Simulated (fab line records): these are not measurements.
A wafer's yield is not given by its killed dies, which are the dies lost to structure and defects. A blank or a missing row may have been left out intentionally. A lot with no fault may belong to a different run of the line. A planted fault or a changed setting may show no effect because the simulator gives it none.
fab line records -- flow sky130
record: lots: 12, wafers: 36, lastDay: 50
route steps=708 shown METAL3@564 METAL4@601 CAP2M@603 VIA4@639
lots that met no fault: taken from a fault-free run of the same line
startH: start of the lot's first displayed wafer, in hours after the record's first day -- waitH: hours elapsed since this lot's preceding step -- " as in the row above -- L1.1+2: a single row standing in for several wafers -- - either no value or no given start -- * or withheld: withheld -- < > ~ a bound
route shown NAME@n: NAME is a module with steps in the file, n the number in the route of the first one -- usual: mean/standard deviation taken from wafers without a fault -- same: alike in all rows -- chamber/n: place in a boat -- sites: each site's reading -- _std_site: how widely they spread, as a standard deviation -- _edge_site: outer sites' mean less inner sites' -- radiusMm: for every site, how far away it sits from the centre of the wafer -- mask NAME#n: copy n -- behind: the most recent tool/chamber to have shaped the wafer -- hold: cause of the lot's hold/its duration in hours/its outcome -- device: which transistor (n, p or np) failed to switch -- end of line: tests run on the same wafers once the route is complete -- for a step that has no rows: nothing shown but its recipe -- killed: the dies lost at the first sort to structure and to defects; this is not the yield of the wafer -- map: dies across one wafer; x = killed, . = not, _ = none there
set.NAME: the setting the step ran with; set.NAME@STEP: the setting that earlier step ran with -- model.NAME: the simulator's own value behind a step, which no gauge read
one table for each step of the route and one row for each wafer, over a sample of lots
services: from which hour (startH, from the record's first day; less than 0 if before it) a tool's chamber was out of use, for how many hours, and why
== steps ==
step: SKY_METAL3_OVL_MEAS_14
usual: METAL3_OVL: -3/5.4
lot.wafer,tool,chamber,startH,waitH,METAL3_OVL[nm]
L595.1,overlay-01,-,928.91,0.1,14
L595.4,overlay-01,-,928.91,0.1,-3
L595.5,overlay-01,-,928.91,0.1,2
L597.1,overlay-02,-,935.02,0.1,-14
L597.4,overlay-02,-,935.02,0.1,-9
L597.6,overlay-02,-,935.02,0.1,-6
L599.1,overlay-02,-,944.62,0.1,-1
L599.2,overlay-02,-,944.62,0.1,-11
L599.3,overlay-02,-,944.62,0.1,0
L598.1,overlay-01,-,944.97,0.1,2
L598.5,overlay-01,-,944.97,0.1,0
L598.6,overlay-01,-,944.97,0.1,-4
L601.2,overlay-01,-,964.80,0.1,-1
L601.5,overlay-01,-,964.80,0.1,-1
L601.6,overlay-01,-,964.80,0.1,4
L603.1,overlay-02,-,976.70,0.1,-4
L603.3,overlay-02,-,976.70,0.1,-1
L603.4,overlay-02,-,976.70,0.1,5
L604.2,overlay-01,-,979.77,0.1,0
L604.4,overlay-01,-,979.77,0.1,-2
L604.6,overlay-01,-,979.77,0.1,0
L605.2,overlay-02,-,987.42,0.1,-19
L605.3,overlay-02,-,987.42,0.1,-8
L605.6,overlay-02,-,987.42,0.1,-7
L606.1,overlay-02,-,989.90,0.1,-4
L606.5,overlay-02,-,989.90,0.1,-4
L606.6,overlay-02,-,989.90,0.1,-4
L607.2,overlay-02,-,1001.15,0.1,-1
L607.3,overlay-02,-,1001.15,0.1,1
L607.4,overlay-02,-,1001.15,0.1,-4
L608.1,overlay-02,-,1019.92,0.1,-2
L608.4,overlay-02,-,1019.92,0.1,1
L608.5,overlay-02,-,1019.92,0.1,-7
L611.2,overlay-01,-,1045.67,0.1,-11
L611.3,overlay-01,-,1045.67,0.1,-6
L611.6,overlay-01,-,1045.67,0.1,-7
step: SKY_METAL4_SPUTTER_03
recipe: material: Ti, targetThkNm: 5, powerW: 3000, timeS: 3.3, chamberPressurePa: 0.4
usual: throttleValvePct: 29.6/1.3
lot.wafer,tool,chamber,startH,waitH,throttleValvePct
L595.1,pvdSputter-01,-,957.42,0.0,28.7
L595.4,pvdSputter-01,-,957.42,0.0,30.9
L595.5,pvdSputter-01,-,957.42,0.0,30.6
L597.1,pvdSputter-04,-,962.89,0.0,31.6
L597.4,pvdSputter-04,-,962.89,0.0,30.6
L597.6,pvdSputter-04,-,962.89,0.0,30.4
L599.1,pvdSputter-01,-,972.91,0.0,28.6
L599.2,pvdSputter-01,-,972.91,0.0,30.8
L599.3,pvdSputter-01,-,972.91,0.0,30.5
L598.1,pvdSputter-03,-,973.81,0.0,29.9
L598.5,pvdSputter-03,-,973.81,0.0,31.3
L598.6,pvdSputter-03,-,973.81,0.0,27.5
L601.2,pvdSputter-03,-,991.73,0.0,28.1
L601.5,pvdSputter-03,-,991.73,0.0,28.6
L601.6,pvdSputter-03,-,991.73,0.0,29.8
L603.1,pvdSputter-01,-,1004.97,0.0,30.6
L603.3,pvdSputter-01,-,1004.97,0.0,28.7
L603.4,pvdSputter-01,-,1004.97,0.0,28.9
L604.2,pvdSputter-03,-,1007.58,0.0,31.5
L604.4,pvdSputter-03,-,1007.58,0.0,28.4
L604.6,pvdSputter-03,-,1007.58,0.0,28.4
L605.2,pvdSputter-01,-,1014.56,0.0,30.7
L605.3,pvdSputter-01,-,1014.56,0.0,30.0
L605.6,pvdSputter-01,-,1014.56,0.0,28.6
L606.1,pvdSputter-03,-,1017.20,0.0,28.2
L606.5,pvdSputter-03,-,1017.20,0.0,28.3
L606.6,pvdSputter-03,-,1017.20,0.0,29.7
L607.2,pvdSputter-03,-,1027.88,0.0,31.2
L607.3,pvdSputter-03,-,1027.88,0.0,28.3
L607.4,pvdSputter-03,-,1027.88,0.0,28.3
L608.1,pvdSputter-03,-,1045.84,0.0,27.4
L608.4,pvdSputter-03,-,1045.84,0.0,31.4
L608.5,pvdSputter-03,-,1045.84,0.0,31.2
L611.2,pvdSputter-01,-,1072.00,0.0,30.0
L611.3,pvdSputter-01,-,1072.00,0.0,28.8
L611.6,pvdSputter-01,-,1072.00,0.0,30.4
step: SKY_CAP2M_CVD_00
recipe: material: SiO2, targetThkNm: 15.5, tempC: 400, timeS: withheld, rfW: 450
usual: heaterPowerW: 739/120, rfFwdPowerW: 442.5/2.3
lot.wafer,tool,chamber,startH,waitH,heaterPowerW,rfFwdPowerW
L595.1,pecvd-03,1,957.49,0.0,757,444.1
L595.4,pecvd-03,0,957.49,0.0,785,439.3
L595.5,pecvd-03,1,957.49,0.0,743,443.4
L597.1,pecvd-03,0,962.96,0.0,882,434.8
L597.4,pecvd-03,2,962.96,0.0,460,445.9
L597.6,pecvd-03,1,962.96,0.0,736,441.3
L599.1,pecvd-04,2,972.98,0.0,804,442.4
L599.2,pecvd-04,1,972.98,0.0,778,443.1
L599.3,pecvd-04,0,972.98,0.0,900,440.6
L598.1,pecvd-01,0,973.88,0.0,676,443.9
L598.5,pecvd-01,2,973.88,0.0,693,444.8
L598.6,pecvd-01,0,973.88,0.0,707,444.2
L601.2,pecvd-04,1,991.80,0.0,849,442.7
L601.5,pecvd-04,2,991.80,0.0,835,443.6
L601.6,pecvd-04,1,991.80,0.0,843,442.0
L603.1,pecvd-04,2,1005.03,0.0,894,443.1
L603.3,pecvd-04,2,1005.03,0.0,886,443.7
L603.4,pecvd-04,0,1005.03,0.0,772,441.9
L604.2,pecvd-03,1,1007.65,0.0,758,441.6
L604.4,pecvd-03,0,1007.65,0.0,821,439.2
L604.6,pecvd-03,1,1007.65,0.0,748,443.8
L605.2,pecvd-01,2,1014.62,0.0,625,444.6
L605.3,pecvd-01,1,1014.62,0.0,668,444.5
L605.6,pecvd-01,1,1014.62,0.0,670,443.3
L606.1,pecvd-04,0,1017.27,0.0,831,440.6
L606.5,pecvd-04,0,1017.27,0.0,850,440.4
L606.6,pecvd-04,0,1017.27,0.0,836,441.5
L607.2,pecvd-01,0,1027.94,0.0,669,444.6
L607.3,pecvd-01,2,1027.94,0.0,667,445.4
L607.4,pecvd-01,0,1027.94,0.0,663,445.5
L608.1,pecvd-03,0,1045.91,0.0,903,438.3
L608.4,pecvd-03,0,1045.91,0.0,909,437.0
L608.5,pecvd-03,1,1045.91,0.0,654,442.6
L611.2,pecvd-03,0,1072.06,0.0,758,439.0
L611.3,pecvd-03,2,1072.06,0.0,523,443.9
L611.6,pecvd-03,2,1072.06,0.0,524,443.5
step: SKY_VIA4_HDPCVD_00
recipe: material: SiO2, targetThkNm: 1750, sigmaOpenFrac: 0.3, timeS: 291.7, tempC: 400, sih4FlowSccm: 60, pressureMtorr: 6
usual: sih4FlowSccm: 60.00/0.16
lot.wafer,tool,chamber,startH,waitH,sih4FlowSccm
L595.1,hdpcvd-01,0,1007.71,0.0,59.66
L595.4,hdpcvd-01,0,1007.71,0.0,60.09
L595.5,hdpcvd-01,1,1007.71,0.0,59.94
L597.1,hdpcvd-02,2,1012.40,0.0,59.91
L597.4,hdpcvd-02,1,1012.40,0.0,59.80
L597.6,hdpcvd-02,0,1012.40,0.0,59.89
L599.1,hdpcvd-02,2,1022.61,0.0,59.88
L599.2,hdpcvd-02,1,1022.61,0.0,59.87
L599.3,hdpcvd-02,0,1022.61,0.0,59.85
L598.1,hdpcvd-02,1,1023.66,0.0,60.30
L598.5,hdpcvd-02,2,1023.66,0.0,59.97
L598.6,hdpcvd-02,1,1023.66,0.0,60.36
L601.2,hdpcvd-02,1,1040.87,0.0,60.02
L601.5,hdpcvd-02,2,1040.87,0.0,59.68
L601.6,hdpcvd-02,1,1040.87,0.0,60.04
L603.1,hdpcvd-01,1,1052.25,0.0,59.76
L603.3,hdpcvd-01,0,1052.25,0.0,59.86
L603.4,hdpcvd-01,0,1052.25,0.0,60.07
L604.2,hdpcvd-01,2,1055.37,0.0,60.08
L604.4,hdpcvd-01,1,1055.37,0.0,60.04
L604.6,hdpcvd-01,2,1055.37,0.0,60.08
L605.2,hdpcvd-01,0,1062.35,0.0,59.91
L605.3,hdpcvd-01,1,1062.35,0.0,59.91
L605.6,hdpcvd-01,1,1062.35,0.0,60.14
L606.1,hdpcvd-01,0,1064.69,0.0,89.86
L606.5,hdpcvd-01,1,1064.69,0.0,90.34
L606.6,hdpcvd-01,0,1064.69,0.0,89.85
L607.2,hdpcvd-01,2,1075.32,0.0,89.95
L607.3,hdpcvd-01,0,1075.32,0.0,89.98
L607.4,hdpcvd-01,2,1075.32,0.0,89.98
L608.1,hdpcvd-02,1,1092.69,0.0,60.13
L608.4,hdpcvd-02,1,1092.69,0.0,59.83
L608.5,hdpcvd-02,2,1092.69,0.0,59.84
L611.2,hdpcvd-02,0,1117.02,0.0,59.90
L611.3,hdpcvd-02,2,1117.02,0.0,59.79
L611.6,hdpcvd-02,1,1117.02,0.0,60.16
step: SKY_VIA4_THK_MEAS_01
recipe: reads: SiO2_of_VIA4_HDPCVD_00
usual: VIA4_HDPCVD_THK: 1748/17
lot.wafer,tool,chamber,startH,waitH,VIA4_HDPCVD_THK[nm]
L595.1,filmMetro-03,-,1007.98,0.2,1745
L595.4,filmMetro-03,-,1007.98,0.2,1764
L595.5,filmMetro-03,-,1007.98,0.2,1746
L597.1,filmMetro-01,-,1012.58,0.1,1770
L597.4,filmMetro-01,-,1012.58,0.1,1785
L597.6,filmMetro-01,-,1012.58,0.1,1731
L599.1,filmMetro-03,-,1022.79,0.1,1736
L599.2,filmMetro-03,-,1022.79,0.1,1763
L599.3,filmMetro-03,-,1022.79,0.1,1719
L598.1,filmMetro-03,-,1023.84,0.1,1738
L598.5,filmMetro-03,-,1023.84,0.1,1737
L598.6,filmMetro-03,-,1023.84,0.1,1736
L601.2,filmMetro-01,-,1041.06,0.1,1739
L601.5,filmMetro-01,-,1041.06,0.1,1763
L601.6,filmMetro-01,-,1041.06,0.1,1742
L603.1,filmMetro-03,-,1052.43,0.1,1752
L603.3,filmMetro-03,-,1052.43,0.1,1765
L603.4,filmMetro-03,-,1052.43,0.1,1797
L604.2,filmMetro-02,-,1055.56,0.1,1756
L604.4,filmMetro-02,-,1055.56,0.1,1748
L604.6,filmMetro-02,-,1055.56,0.1,1770
L605.2,filmMetro-01,-,1062.54,0.1,1780
L605.3,filmMetro-01,-,1062.54,0.1,1763
L605.6,filmMetro-01,-,1062.54,0.1,1766
L606.1,filmMetro-01,-,1064.87,0.1,2624
L606.5,filmMetro-01,-,1064.87,0.1,2610
L606.6,filmMetro-01,-,1064.87,0.1,2624
L607.2,filmMetro-03,-,1075.50,0.1,2623
L607.3,filmMetro-03,-,1075.50,0.1,2639
L607.4,filmMetro-03,-,1075.50,0.1,2627
L608.1,filmMetro-03,-,1092.86,0.1,1740
L608.4,filmMetro-03,-,1092.86,0.1,1746
L608.5,filmMetro-03,-,1092.86,0.1,1747
L611.2,filmMetro-03,-,1117.21,0.1,1751
L611.3,filmMetro-03,-,1117.21,0.1,1761
L611.6,filmMetro-03,-,1117.21,0.1,1734
== services ==
tool,chamber,startH,hours,kind
hdpcvd-01,-,950.25,15.0,pm
hdpcvd-01,0,950.25,15.0,ventCycle
hdpcvd-01,1,950.25,15.0,ventCycle
hdpcvd-01,2,950.25,15.0,ventCycle
hdpcvd-01,0,965.25,-,clean
hdpcvd-01,1,965.25,-,clean
hdpcvd-01,2,965.25,-,clean
pecvd-03,-,969.23,2.8,pm
pecvd-03,1,977.57,6.2,repair
hdpcvd-02,-,998.77,3.0,repair
hdpcvd-01,2,1007.19,13.5,repair
pvdSputter-03,1,1021.13,-,consumableReplace:kit
pvdSputter-03,1,1021.13,18.0,scheduledDown
pvdSputter-03,1,1021.13,18.0,ventCycle
pvdSputter-04,-,1031.10,4.0,repair
pecvd-01,1,1053.84,1.9,repair
pvdSputter-04,-,1063.61,5.6,repair
hdpcvd-01,-,1067.05,6.0,pm
pecvd-03,2,1072.45,4.1,repair
pvdSputter-03,-,1073.99,4.0,repair
hdpcvd-02,-,1082.93,2.8,pm
pecvd-01,-,1086.18,1.5,repair
pecvd-03,-,1089.99,6.0,pm
pecvd-01,-,1091.16,6.0,pm
== key ==
firstSign: step: SKY_VIA4_HDPCVD_00, reading: sih4FlowSccm, direction: up, sigmas: 99+, usual: 60.00, struck: 89.99
effect: step: SKY_VIA4_THK_MEAS_01, reading: VIA4_HDPCVD_THK, direction: up, sigmas: 51, usual: 1748, struck: 2624
metAt SKY_VIA4_HDPCVD_00
struckLots L606,L607
notActingAt SKY_METAL3_OVL_MEAS_14,SKY_METAL4_SPUTTER_03,SKY_CAP2M_CVD_00
onsetBetween 1062.35 1064.69
fault: kind: processParameterDrift, tool: hdpcvd-01, chamber: -, onsetH: 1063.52, steps: SKY_VIA4_HDPCVD_00, channel: sih4FlowSccm, offset: 30, shape: step, endH: 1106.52, actsIn: theseRecipesOnly, stated: 60
